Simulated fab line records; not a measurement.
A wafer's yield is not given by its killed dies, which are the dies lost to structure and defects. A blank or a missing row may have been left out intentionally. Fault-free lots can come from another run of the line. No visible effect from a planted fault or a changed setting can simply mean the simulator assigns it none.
Matching of chambers    flow gf180mcu    GF_CONTACT_CMP_27 on cmp-02: 4 sister chambers
The step polishes, stops on SiO2, t overpolish 15 s, target thk 0 nm. 8 wafers are shown with their chamber, then 8 later ones without.

WAFERS, EACH WITH ITS CHAMBER
wafer   chamber  motor_current_A (A)  time_to_endpoint_s (s)
L675.6  0        8.9                  74
L677.2  3        12.2                 74
L677.3  0        8.8                  74
L677.4  2        11.1                 78
L678.1  1        11.5                 71
L678.2  3        11.9                 75
L678.3  2        11.3                 75
L679.2  1        11.3                 74

WAFERS WITH NO CHAMBER GIVEN
wafer   motor_current_A (A)  time_to_endpoint_s (s)
L679.4  8.5                  75
L679.6  8.5                  75
L684.2  11.6                 74
L684.4  10.8                 73
L684.6  11.9                 69
L685.1  11.5                 69
L685.5  11.8                 71
L685.6  12.0                 73

CHAMBER TAKEN BY EACH
wafer    from the rows above            in truth
L679.4   0                              0
L679.6   0                              0
L684.2   can't be placed: 1 or 3 or 2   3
L684.4   can't be placed: 2 or 1        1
L684.6   can't be placed: 3 or 1        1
L685.1   1                              1
L685.5   can't be placed: 3 or 1        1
L685.6   3                              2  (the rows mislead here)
Correct placement for 3 of the 8. These rows do not allow placing 4 (true chamber among the candidates in 4). Placed wrongly: 1.
How it was worked out, from the rows above alone: a wafer's distance from a chamber is the root of the sum, over the readings, of the square of ((its reading less the chamber's mean) divided by the reading's scatter). The wafer belongs to the nearest chamber; if the next one is less than 2 further off, it can't be placed. A chamber's mean is the mean of its shown wafers. The scatter: the root of (the sum of the squares of (reading less its chamber's mean) over the shown wafers, divided by (wafers less chambers)).
